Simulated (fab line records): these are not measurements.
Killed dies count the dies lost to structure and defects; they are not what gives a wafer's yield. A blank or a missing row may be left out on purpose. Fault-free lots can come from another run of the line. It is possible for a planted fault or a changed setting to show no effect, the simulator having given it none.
fab line records	flow sky130
record: lots: 6	wafers: 18	lastDay: 48
route steps=708 shown POLY_GATE@222 PAD_OPEN@708
lots that met no fault: from a run of the same line without faults
startH: hours from the record's first day to the start of the lot's first wafer shown	waitH: hours elapsed since this lot's preceding step	" unchanged from the row above	L1.1+2: several wafers, shown together as one row	- no value present, or no start provided	* or withheld: withheld	< > ~ a bound
route shown NAME@n: NAME is a module with steps in the file, n the number in the route of the first one	usual: mean/standard deviation of fault-free wafers	same: alike in all rows	chamber/n: place in a boat	sites: readings site by site	_std_site: how widely they spread, as a standard deviation	_edge_site: mean of outer sites minus mean of inner sites	radiusMm: for every site, how far away it sits from the centre of the wafer	mask NAME#n: copy n	behind: tool/chamber where the wafer was last shaped	hold: why the lot was held/for how many hours/how that ended	device: the n, p or np transistor that did not switch	end of line: the tests these same wafers got at the end of their route	for a step that has no rows: nothing shown but its recipe	killed: the dies lost at the first sort to structure and to defects; this is not the yield of the wafer	map: per-die view of a wafer (x killed, . not killed, _ where there is no die)
set.NAME: the setting that was run; set.NAME@STEP: the one run at that earlier step	model.NAME: the simulator's own value behind a step, which no gauge read
lots at selected steps of the route; one table per step, one row per wafer
services: when a tool's chamber went out of use (startH, in hours from the record's first day, below 0 if earlier), for how many hours, and the reason
== steps ==
step: SKY_POLY_GATE_COAT_08
recipe: resist: KrF-thick	spinRpm: 3000	resistThkNm: 450
step: SKY_POLY_GATE_SOFTBAKE_09
recipe: tempC: 100	timeS: 90	resist: KrF-thick
step: SKY_POLY_GATE_EXPOSE_10
recipe: maskId: P1M	na: 0.68	sourceShape: conventional	sigmaOuter: 0.6	targetCdNm: 150	doseMj: 28
step: SKY_POLY_GATE_PEB_11
recipe: pebTempC: withheld	pebTimeS: withheld	resist: KrF-thick
step: SKY_POLY_GATE_DEVELOP_12
recipe: developTimeS: 60	resist: KrF-thick	devTempC: 21
step: SKY_POLY_GATE_CD_MEAS_13
recipe: targetCdNm: 150
usual: cdNm: 150.0/1.5
lot.wafer	tool	chamber	startH	waitH	cdNm
L167.2	cdSem-01	-	391.74	-	151.0
L167.5	"	-	"	"	150.8
L167.6	"	-	"	"	151.0
L172.3	cdSem-01	-	446.50	-	150.4
L172.5	"	-	"	"	149.8
L172.6	"	-	"	"	150.2
L176.1	cdSem-02	-	463.37	-	150.4
L176.3	"	-	"	"	150.5
L176.6	"	-	"	"	151.4
L175.1	cdSem-01	-	463.72	-	149.6
L175.3	"	-	"	"	150.8
L175.5	"	-	"	"	150.3
L177.4	cdSem-01	-	469.43	-	147.5
L177.5	"	-	"	"	150.0
L177.6	"	-	"	"	150.4
L178.1	cdSem-02	-	472.36	-	149.7
L178.2	"	-	"	"	149.4
L178.4	"	-	"	"	149.2
step: SKY_POLY_GATE_OVL_MEAS_14
usual: POLY_GATE_OVL: -1/6.5
lot.wafer	tool	chamber	startH	waitH	POLY_GATE_OVL[nm]
L167.2	overlay-01	-	391.84	0.1	-3
L167.5	"	-	"	"	5
L167.6	"	-	"	"	-8
L172.3	overlay-01	-	446.60	0.1	-6
L172.5	"	-	"	"	0
L172.6	"	-	"	"	-4
L176.1	overlay-02	-	463.49	0.1	-8
L176.3	"	-	"	"	-11
L176.6	"	-	"	"	-1
L175.1	overlay-01	-	463.84	0.1	-2
L175.3	"	-	"	"	-2
L175.5	"	-	"	"	-3
L177.4	overlay-02	-	469.51	0.1	-2
L177.5	"	-	"	"	-4
L177.6	"	-	"	"	-2
L178.1	overlay-02	-	472.48	0.1	-2
L178.2	"	-	"	"	-3
L178.4	"	-	"	"	-1
step: SKY_POLY_GATE_ETCH_15
recipe: chemistry: N2/H2	target: BARC	ionEnergyEv: 200	sourceW: 500	biasW: 100	pressureMtorr: 30	n2FlowSccm: 100	h2FlowSccm: 200	stopOn: SiO2	timeS: 118.5	targetDepthA: 1100
usual: biasW: 99.97/0.25	drypumpMotorCurrentA: 5.7/0.48	h2FlowSccm: 200.1/0.55	oesProductAu: 0.716/0.0042	rfFwdPowerW: 497.3/1.7	throttleValvePct: 13.212/0.0083
lot.wafer	tool	chamber	startH	waitH	biasW	drypumpMotorCurrentA	h2FlowSccm	oesProductAu	rfFwdPowerW	rfHoursCounterH	throttleValvePct
L167.2	rieDiel-04	1	391.87	0.0	100.26	5.2	200.4	0.726	497.1	12	13.214
L167.5	"	3	"	"	99.96	6.1	199.5	0.719	495.2	-	13.212
L167.6	"	2	"	"	99.40	5.0	200.4	0.712	496.4	-	13.219
L172.3	rieDiel-02	3	446.62	0.0	99.92	5.7	199.5	0.718	497.0	12	13.207
L172.5	"	1	"	"	100.14	5.4	200.0	0.713	497.5	-	13.229
L172.6	"	0	"	"	99.85	5.7	200.9	0.717	495.8	-	13.214
L176.1	rieDiel-01	0	463.53	0.0	99.85	5.6	199.4	0.707	494.1	24	13.207
L176.3	"	2	"	"	100.04	6.1	200.2	0.715	499.9	0	13.225
L176.6	"	2	"	"	99.84	6.1	199.9	0.714	499.8	-	13.206
L175.1	rieDiel-04	0	463.88	0.0	99.77	6.4	200.8	0.714	496.1	78	13.202
L175.3	"	1	"	"	99.84	5.1	199.9	0.711	494.6	13	13.210
L175.5	"	0	"	"	100.32	6.4	200.0	0.715	498.9	-	13.202
L177.4	rieDiel-02	3	469.53	0.0	100.35	5.7	200.4	0.717	499.0	13	13.206
L177.5	"	3	"	"	100.47	5.7	199.6	0.715	500.1	-	13.215
L177.6	"	0	"	"	99.84	5.7	200.2	0.720	493.9	-	13.221
L178.1	rieDiel-04	0	472.52	0.0	100.05	6.5	200.5	0.719	502.0	78	13.211
L178.2	"	3	"	"	100.15	6.1	200.2	0.716	496.6	5	13.209
L178.4	"	2	"	"	99.90	5.0	199.8	0.715	498.6	62	13.209
step: SKY_POLY_GATE_ETCH_16
recipe: stopOn: poly-Si	chemistry: CH3F/O2	target: Si3N4	sourceW: 400	biasW: 80	pressureMtorr: 25	ch3fFlowSccm: 40	O2_flow_sccm: 30	timeS: 147.5	targetDepthA: 750
usual: biasW: 79.97/0.22	drypumpMotorCurrentA: 5.7/0.48	oesProductAu: 0.641/0.005	rfFwdPowerW: 398.2/1.3	throttleValvePct: 10.535/0.0093
lot.wafer	tool	chamber	startH	waitH	biasW	drypumpMotorCurrentA	oesProductAu	rfFwdPowerW	rfHoursCounterH	throttleValvePct
L167.2	rieDiel-04	1	391.96	0.0	79.82	5.1	0.645	397.3	12	10.549
L167.5	"	3	"	"	79.93	6.1	0.637	397.3	-	10.536
L167.6	"	2	"	"	80.07	5.0	0.628	400.1	-	10.539
L172.3	rieDiel-02	3	446.70	0.0	80.17	5.7	0.645	398.3	12	10.538
L172.5	"	1	"	"	80.11	5.4	0.631	400.0	-	10.530
L172.6	"	0	"	"	79.78	5.7	0.643	395.8	-	10.559
L176.1	rieDiel-01	0	463.61	0.0	80.31	5.6	0.643	396.5	24	10.542
L176.3	"	2	"	"	80.07	6.1	0.646	398.7	0	10.537
L176.6	"	2	"	"	80.05	6.1	0.641	398.7	-	10.554
L175.1	rieDiel-04	0	463.96	0.0	80.09	6.5	0.641	398.2	78	10.527
L175.3	"	1	"	"	80.04	5.2	0.632	397.9	13	10.539
L175.5	"	0	"	"	80.28	6.4	0.637	399.8	-	10.539
L177.4	rieDiel-02	3	469.61	0.0	79.78	5.7	0.635	397.9	13	10.533
L177.5	"	3	"	"	79.85	5.7	0.641	398.8	-	10.547
L177.6	"	0	"	"	79.82	5.7	0.639	399.6	-	10.523
L178.1	rieDiel-04	0	472.60	0.0	79.72	6.4	0.639	397.8	78	10.530
L178.2	"	3	"	"	79.93	6.1	0.638	398.3	6	10.532
L178.4	"	2	"	"	79.70	5.0	0.642	398.1	62	10.542
step: SKY_POLY_GATE_ETCH_17
recipe: targetDepthNm: 180	stopOn: SiO2	overEtchFrac: 0.56667	chemistry: HBr/Cl2	target: poly-Si	icpW: 400	biasW: 100	pressureMtorr: 10	HBr_flow_sccm: 150	Cl2_flow_sccm: 50	timeS: 70.5
usual: biasW: 100.02/0.28	drypumpMotorCurrentA: 5.8/0.43	oesProductAu: 0.986/0.0085	rfFwdPowerW: 396.5/1.6	throttleValvePct: 33.684/0.0093
lot.wafer	tool	chamber	startH	waitH	biasW	drypumpMotorCurrentA	oesProductAu	rfFwdPowerW	rfHoursCounterH	throttleValvePct
L167.2	rieSi-02	2	392.05	0.0	100.92	5.0	0.983	396.0	0	33.676
L167.5	"	0	"	"	100.14	5.6	0.990	395.7	-	33.685
L167.6	"	3	"	"	99.87	6.2	0.989	398.0	-	33.692
L172.3	rieSi-01	0	446.80	0.0	100.22	5.5	0.985	399.6	66	33.680
L172.5	"	0	"	"	99.78	5.5	0.974	400.3	-	33.682
L172.6	"	1	"	"	100.20	6.3	0.993	396.5	-	33.684
L176.1	rieSi-01	0	463.71	0.0	99.91	5.5	0.973	395.4	66	33.665
L176.3	"	1	"	"	99.89	6.3	1.001	394.8	2	33.682
L176.6	"	1	"	"	99.90	6.3	0.998	395.2	-	33.693
L175.1	rieSi-02	0	464.06	0.0	99.91	5.6	0.994	396.7	6	33.696
L175.3	"	3	"	"	100.17	6.2	0.989	397.3	3	33.679
L175.5	"	2	"	"	100.54	5.0	0.986	395.0	-	33.660
L177.4	rieSi-02	1	469.71	0.0	99.79	5.7	0.974	394.8	1	33.684
L177.5	"	3	"	"	100.20	6.2	0.981	397.4	-	33.691
L177.6	"	0	"	"	100.44	5.6	0.986	398.9	-	33.671
L178.1	rieSi-01	0	472.70	0.0	99.82	5.5	0.983	396.8	66	33.693
L178.2	"	1	"	"	99.78	6.3	1.004	396.1	2	33.695
L178.4	"	1	"	"	99.50	6.3	0.993	394.4	-	33.670
step: SKY_POLY_GATE_STRIP_18
recipe: chemistry: O2/N2	powerW: 1451	pressureMtorr: 1500	platenTempC: withheld	o2FlowSccm: 3000	n2FlowSccm: 300	overashFraction: 0.5
usual: drypumpMotorCurrentA: 5.72/0.25	oesProductAu: 0.361/0.0055	stripTimeToEndpointS: 3.08/0.049
lot.wafer	tool	chamber	startH	waitH	drypumpMotorCurrentA	oesProductAu	rfHoursCounterH	stripTimeToEndpointS
L167.2	plasmaAsher-03	1	392.11	0.0	5.42	0.364	55	3.10
L167.5	"	1	"	"	5.41	0.352	-	3.01
L167.6	"	0	"	"	5.69	0.369	-	3.13
L172.3	plasmaAsher-04	1	446.89	0.1	6.17	0.362	-	3.12
L172.5	"	0	"	"	5.59	0.358	-	3.09
L172.6	"	1	"	"	6.15	0.367	-	3.02
L176.1	plasmaAsher-04	0	463.76	0.0	5.56	0.364	3	3.10
L176.3	"	0	"	"	5.58	0.358	-	3.07
L176.6	"	0	"	"	5.57	0.356	-	3.07
L175.1	plasmaAsher-02	0	464.11	0.0	5.61	0.362	80	3.05
L175.3	"	0	"	"	5.62	0.363	-	3.15
L175.5	"	1	"	"	5.78	0.350	-	3.05
L177.4	plasmaAsher-03	0	469.80	0.1	5.69	0.358	-	3.12
L177.5	"	1	"	"	5.42	0.360	-	3.07
L177.6	"	0	"	"	5.66	0.366	-	3.11
L178.1	plasmaAsher-04	0	472.76	0.0	5.60	0.368	4	3.05
L178.2	"	1	"	"	6.20	0.358	4	2.96
L178.4	"	1	"	"	6.19	0.361	-	3.10
step: SKY_POLY_GATE_CLEAN_19
recipe: chemistry: SC1/SC2	mix: 1:4:20	tempC: 70	timeS: 150	dry: n2Spin
step: SKY_POLY_GATE_OXIDATION_20
recipe: tempC: 850	ambient: O2	stabiliseS: 600	purgeS: 300	targetThkA: 40	oxTimeS: 899
usual: spikeTcCentreC: 849.6/1.1	spikeTcLowerC: 850.3/1	spikeTcUpperC: 849.3/1.2	zonePowerCentrePct: 17.8/0.99	zonePowerLowerPct: 17.3/0.78	zonePowerUpperPct: 15.11/0.22
lot.wafer	tool	chamber	startH	waitH	spikeTcCentreC	spikeTcLowerC	spikeTcUpperC	zonePowerCentrePct	zonePowerLowerPct	zonePowerUpperPct	model.SiO2_of_POLY_GATE_OXIDATION_20.thkNm
L167.2	furnace-01	0	398.88	6.6	850.0	850.0	850.2	17.3	17.9	15.04	4.012
L167.5	"	0	"	"	850.0	849.6	849.4	16.6	17.7	14.98	3.913
L167.6	"	0	"	"	849.2	849.7	848.7	17.1	17.9	15.11	3.928
L172.3	furnace-02	0	449.01	2.0	848.7	849.2	849.8	18.7	16.6	15.13	3.932
L172.5	"	0	"	"	850.2	850.8	849.9	18.8	16.3	15.31	4
L172.6	"	0	"	"	849.6	850.4	849.6	18.9	16.4	15.22	3.978
L176.1	furnace-02	0	463.91	0.0	900.7	843.0	843.9	38.4	7.5	7.07	4.078
L176.3	"	0	"	"	901.1	844.6	844.8	38.3	7.6	7.05	4.266
L176.6	"	0	"	"	900.1	842.9	843.7	37.8	7.7	7.00	4.796
L175.1	furnace-02	0	465.16	0.9	900.7	843.5	844.4	38.3	7.5	7.08	5.135
L175.3	"	0	"	"	902.5	843.2	845.0	38.0	7.5	7.00	5.274
L175.5	"	0	"	"	900.3	842.8	843.5	38.2	7.6	7.12	5.215
L177.4	furnace-01	0	469.92	0.0	850.7	850.2	849.5	17.1	17.8	14.82	3.914
L177.5	"	0	"	"	850.9	850.2	848.7	16.9	17.6	15.18	3.946
L177.6	"	0	"	"	849.6	851.3	848.8	17.0	18.1	15.14	4.049
L178.1	furnace-01	0	472.91	0.0	850.1	851.5	847.9	17.1	17.8	14.93	3.988
L178.2	"	0	"	"	851.0	850.6	848.0	16.9	17.9	14.83	4.022
L178.4	"	0	"	"	850.0	851.6	848.7	16.7	18.1	14.86	4.01
step: SKY_POLY_GATE_THK_MEAS_21
recipe: reads: SiO2_of_POLY_GATE_OXIDATION_20
usual: POLY_GATE_OXIDATION_THK: 3.98/0.08
lot.wafer	tool	chamber	startH	waitH	POLY_GATE_OXIDATION_THK[nm]
L167.2	filmMetro-04	-	400.14	0.0	3.96
L167.5	"	-	"	"	3.88
L167.6	"	-	"	"	3.92
L172.3	filmMetro-02	-	450.28	0.0	3.93
L172.5	"	-	"	"	4.04
L172.6	"	-	"	"	4.02
L176.1	filmMetro-04	-	465.16	0.0	4.04
L176.3	"	-	"	"	4.25
L176.6	"	-	"	"	4.83
L175.1	filmMetro-04	-	466.41	0.0	5.14
L175.3	"	-	"	"	5.29
L175.5	"	-	"	"	5.19
L177.4	filmMetro-02	-	471.20	0.0	3.91
L177.5	"	-	"	"	3.96
L177.6	"	-	"	"	4.10
L178.1	filmMetro-04	-	474.16	0.0	4.01
L178.2	"	-	"	"	4.04
L178.4	"	-	"	"	4.03
step: SKY_POLY_GATE_CD_MEAS_22
usual: cdNm: 150/3.4
lot.wafer	tool	chamber	startH	waitH	cdNm
L167.2	cdSem-01	-	400.22	0.1	151
L167.5	"	-	"	"	148
L167.6	"	-	"	"	154
L172.3	cdSem-02	-	450.44	0.1	155
L172.5	"	-	"	"	147
L172.6	"	-	"	"	148
L176.1	cdSem-02	-	465.22	0.1	153
L176.3	"	-	"	"	152
L176.6	"	-	"	"	153
L175.1	cdSem-01	-	466.47	0.1	150
L175.3	"	-	"	"	147
L175.5	"	-	"	"	153
L177.4	cdSem-02	-	471.41	0.2	152
L177.5	"	-	"	"	154
L177.6	"	-	"	"	146
L178.1	cdSem-02	-	474.22	0.1	152
L178.2	"	-	"	"	147
L178.4	"	-	"	"	150
step: SKY_PAD_OPEN_PROBE_99
usual: killed_at_M0_to_M3: 43/7.5	killed_at_M4_up: 3.0/1.6	killedAtContacts: 23/5.8	killedAtFrontEnd: 14/4.8	killedAtOther: 0.3/0.52	killedDies: 84/9.1	killedOpen: 47/7.2	killedShort: 37/5.8
same: grossDies: 492	killedAtBackSide: 0
lot.wafer	tool	chamber	startH	waitH	killed_at_M0_to_M3	killed_at_M4_up	killedAtContacts	killedAtFrontEnd	killedAtOther	killedDies	killedOpen	killedShort	model.etest.tipSonos.rsOhmSq	model.etest.tipP.rsOhmSq	model.etest.resPdiff.lineOhmUm	model.etest.tipN.rsOhmSq	model.etest.resPdiff.rsOhmSq	model.etest.resNdiff.rsOhmSq
L167.2	prober-01	-	1096.06	0.1	59	2	24	17	0	102	48	54	2756	6758	1382	442.9	197.3	120.8
L167.5	prober-01	-	1096.21	0.2	49	3	18	9	0	79	43	36	2684	6776	1368	439.7	194.7	120.8
L167.6	prober-01	-	1096.26	0.2	54	1	19	19	1	94	56	38	2747	6723	1381	439.6	194.8	120.4
L172.3	prober-01	-	1137.57	0.2	40	3	24	27	0	94	52	42	2638	6966	1424	442.7	199.3	121.5
L172.5	prober-01	-	1137.67	0.2	41	2	17	17	1	78	47	31	2664	6925	1383	438.6	198	120
L172.6	prober-01	-	1137.72	0.2	43	5	17	20	1	86	42	44	2662	6955	1420	441.2	199.8	121.1
L176.1	prober-01	-	1140.09	0.1	35	3	33	15	0	86	53	33	2766	6972	1376	443.4	199.1	120.9
L176.3	prober-01	-	1140.19	0.2	42	4	28	14	0	88	38	50	2744	6976	1368	443.3	195.3	121.5
L176.6	prober-01	-	1140.34	0.2	35	2	23	14	0	74	33	41	2900	7038	1417	455.2	200.9	122.7
L175.1	prober-02	-	1143.63	0.1	37	3	18	17	0	75	43	32	2896	6975	1414	455.5	202.1	124.6
L175.3	prober-02	-	1143.73	0.2	39	4	25	15	0	83	48	35	2886	7083	1425	461.6	200.7	123.5
L175.5	prober-02	-	1143.83	0.2	35	1	26	16	1	79	44	35	2959	7009	1411	457.3	201.4	124.2
L177.4	prober-01	-	1143.79	0.2	51	7	17	14	2	91	57	34	2731	6996	1348	437.1	192.7	117.9
L177.5	prober-01	-	1143.84	0.2	42	1	21	12	1	77	40	37	2667	6979	1391	439.5	193.7	117.5
L177.6	prober-01	-	1143.89	0.2	42	3	30	6	0	81	42	39	2672	7000	1386	437.5	195.5	119
L178.1	prober-02	-	1145.13	0.1	46	1	23	11	0	81	44	37	2618	6658	1356	437.5	197.7	121.2
L178.2	prober-02	-	1145.18	0.1	28	4	18	18	0	68	32	36	2556	6651	1342	434.7	195.2	120.9
L178.4	prober-02	-	1145.28	0.2	38	5	11	14	0	68	33	35	2604	6696	1356	435.4	195.1	120.3
killed by level:class
L167.2 VIA1:geometricParticle:open=14 METAL1:geometricParticle:short=13 CONTACT:geometricParticle:open=10 VIA1:geometricParticle:short=9 FIELD_ISO:geometricParticle:open=5 METAL2:geometricParticle:short=5 METAL3:geometricParticle:short=5 FIELD_ISO:geometricParticle:short=4
L167.5 METAL1:geometricParticle:short=9 VIA1:geometricParticle:open=9 LI_CONTACT:geometricParticle:open=8 VIA2:geometricParticle:open=8 VIA3:geometricParticle:open=8 CONTACT:geometricParticle:open=5 VIA1:geometricParticle:short=5 FIELD_ISO:geometricParticle:short=4
L167.6 VIA3:geometricParticle:open=9 VIA1:geometricParticle:open=8 METAL2:geometricParticle:short=8 FIELD_ISO:geometricParticle:open=7 LI_CONTACT:geometricParticle:open=7 CONTACT:geometricParticle:open=6 VIA2:geometricParticle:open=6 FIELD_ISO:geometricParticle:short=5
L172.3 VIA1:geometricParticle:open=9 POLY_GATE:geometricParticle:open=8 FIELD_ISO:geometricParticle:open=7 LI_CONTACT:geometricParticle:open=6 CONTACT:geometricParticle:open=6 CONTACT:geometricParticle:short=5 VIA1:geometricParticle:short=5 POLY_GATE:geometricParticle:short=4
L172.5 VIA1:geometricParticle:open=13 VIA3:geometricParticle:open=8 CONTACT:geometricParticle:open=6 LI_CONTACT:geometricParticle:open=6 METAL2:geometricParticle:short=6 FIELD_ISO:geometricParticle:short=5 POLY_GATE:geometricParticle:open=5 VIA2:geometricParticle:open=5
L172.6 FIELD_ISO:geometricParticle:short=9 VIA1:geometricParticle:open=9 VIA2:geometricParticle:open=8 VIA3:geometricParticle:open=7 CONTACT:geometricParticle:open=6 METAL1:geometricParticle:short=6 LI_CONTACT:geometricParticle:open=5 METAL4:geometricParticle:short=5
L176.1 LI_CONTACT:geometricParticle:open=15 VIA2:geometricParticle:open=8 METAL2:geometricParticle:short=7 LI_CONTACT:geometricParticle:short=6 VIA3:geometricParticle:open=6 CONTACT:geometricParticle:open=5 VIA1:geometricParticle:open=5 CONTACT:geometricParticle:short=4
L176.3 LI_CONTACT:geometricParticle:open=12 VIA1:geometricParticle:open=9 POLY_GATE:geometricParticle:short=6 VIA3:geometricParticle:short=6 LOCAL_INTERCONNECT:geometricParticle:short=6 METAL2:geometricParticle:short=6 CONTACT:geometricParticle:open=5 METAL1:geometricParticle:short=5
L176.6 FIELD_ISO:geometricParticle:short=8 VIA1:geometricParticle:short=8 LI_CONTACT:geometricParticle:open=7 VIA1:geometricParticle:open=7 VIA3:geometricParticle:open=6 CONTACT:geometricParticle:short=5 CONTACT:geometricParticle:open=5 POLY_GATE:geometricParticle:short=3
L175.1 VIA1:geometricParticle:open=10 LI_CONTACT:geometricParticle:open=8 POLY_GATE:geometricParticle:open=6 VIA2:geometricParticle:open=5 VIA3:geometricParticle:short=4 VIA1:geometricParticle:short=4 METAL3:geometricParticle:short=4 FIELD_ISO:geometricParticle:open=3
L175.3 VIA3:geometricParticle:open=10 LI_CONTACT:geometricParticle:open=9 VIA1:geometricParticle:open=8 CONTACT:geometricParticle:open=8 FIELD_ISO:geometricParticle:short=6 VIA1:geometricParticle:short=6 FIELD_ISO:geometricParticle:open=4 POLY_GATE:geometricParticle:open=4
L177.4 VIA1:geometricParticle:open=12 VIA2:geometricParticle:open=10 VIA3:geometricParticle:open=8 CONTACT:geometricParticle:open=6 METAL4:geometricParticle:short=5 FIELD_ISO:geometricParticle:open=4 FIELD_ISO:geometricParticle:short=4 LI_CONTACT:geometricParticle:open=4
L175.5 VIA1:geometricParticle:open=9 CONTACT:geometricParticle:open=7 FIELD_ISO:geometricParticle:open=5 LI_CONTACT:geometricParticle:short=5 CONTACT:geometricParticle:short=5 VIA1:geometricParticle:short=5 POLY_GATE:geometricParticle:open=4 LOCAL_INTERCONNECT:geometricParticle:short=4
L177.5 CONTACT:geometricParticle:open=9 VIA1:geometricParticle:open=9 METAL3:geometricParticle:short=7 METAL2:geometricParticle:short=5 LI_CONTACT:geometricParticle:open=5 LOCAL_INTERCONNECT:geometricParticle:short=5 METAL1:geometricParticle:short=5 FIELD_ISO:geometricParticle:open=4
L177.6 VIA1:geometricParticle:open=14 LOCAL_INTERCONNECT:geometricParticle:short=8 CONTACT:geometricParticle:open=8 LI_CONTACT:geometricParticle:open=7 VIA1:geometricParticle:short=6 CONTACT:geometricParticle:short=5 VIA3:geometricParticle:open=4 METAL1:geometricParticle:short=4
L178.1 CONTACT:geometricParticle:open=9 VIA1:geometricParticle:open=8 CONTACT:geometricParticle:short=7 VIA3:geometricParticle:open=7 VIA2:geometricParticle:open=6 LI_CONTACT:geometricParticle:open=4 METAL1:geometricParticle:short=4 VIA1:geometricParticle:short=4
L178.2 CONTACT:geometricParticle:open=11 METAL1:geometricParticle:short=6 SPACER:geometricParticle:short=4 CONTACT:geometricParticle:short=4 VIA1:geometricParticle:short=4 FIELD_ISO:geometricParticle:short=3 FIELD_ISO:geometricParticle:open=3 VIA3:geometricParticle:open=3
L178.4 VIA1:geometricParticle:open=9 VIA3:geometricParticle:open=6 FIELD_ISO:geometricParticle:short=5 METAL2:geometricParticle:short=5 POLY_GATE:geometricParticle:short=4 VIA2:geometricParticle:open=4 LI_CONTACT:geometricParticle:open=3 LOCAL_INTERCONNECT:geometricParticle:short=3
== services ==
tool	chamber	startH	hours	kind
rieSi-02	2	372.28	-	clean
rieSi-02	2	372.28	16.1	scheduledDown
rieSi-02	2	372.28	16.1	ventCycle
plasmaAsher-04	-	384.05	2.2	repair
furnace-02	-	385.61	14.2	pm
rieSi-02	1	392.21	18.0	repair
rieDiel-04	-	396.45	2.8	pm
furnace-01	-	400.13	4.5	pm
plasmaAsher-04	-	401.92	2.2	repair
furnace-02	-	418.74	1.0	repair
rieDiel-01	3	420.52	-	clean
rieDiel-01	3	420.52	10.3	scheduledDown
plasmaAsher-04	-	421.25	9.0	pm
plasmaAsher-04	0	421.25	9.0	ventCycle
plasmaAsher-04	1	421.25	9.0	ventCycle
rieDiel-01	2	422.97	5.7	repair
rieSi-02	2	428.63	2.6	repair
plasmaAsher-04	0	430.25	-	clean
plasmaAsher-04	1	430.25	-	clean
rieDiel-01	3	440.92	1.7	repair
rieSi-01	3	451.53	-	clean
rieSi-01	3	451.53	25.5	scheduledDown
rieSi-01	3	451.53	25.5	ventCycle
rieSi-02	1	471.34	17.2	repair
== key ==
firstSign: step: SKY_POLY_GATE_OXIDATION_20	reading: spikeTcCentreC	direction: up	sigmas: 46	usual: 849.6	struck: 900.9
effect: step: SKY_POLY_GATE_OXIDATION_20	reading: zonePowerUpperPct	direction: down	sigmas: 37	usual: 15.11	struck: 7.06
effect: step: SKY_POLY_GATE_THK_MEAS_21	reading: POLY_GATE_OXIDATION_THK	direction: up	sigmas: 10	usual: 3.98	struck: 4.79	wafersMoved: 5
modelEffect: step: SKY_POLY_GATE_OXIDATION_20	value: SiO2_of_POLY_GATE_OXIDATION_20.thkNm	without: 3.968	struck: 4.794
modelEffect: step: SKY_PAD_OPEN_PROBE_99	value: etest.tipSonos.rsOhmSq	without: 2714	struck: 2858
metAt SKY_POLY_GATE_OXIDATION_20
struckWafers L175.1,L175.3,L175.5,L176.1,L176.3,L176.6
testerLeftOut L175,L176
onsetBetween 449.01 463.91
fault: kind: processParameterDrift	tool: furnace-02	chamber: -	onsetH: 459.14	steps: SKY_POLY_GATE_OXIDATION_20	channel: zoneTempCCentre	offset: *	shape: step	endH: 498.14
testerLeftOut: of these lots the tester's yield and bins aren't shown, on N5 and GAA mostly nor the transistor test; their killed dies are dies lost to structure and defects alone, not to doping, threshold or leakage, so they don't give the yield
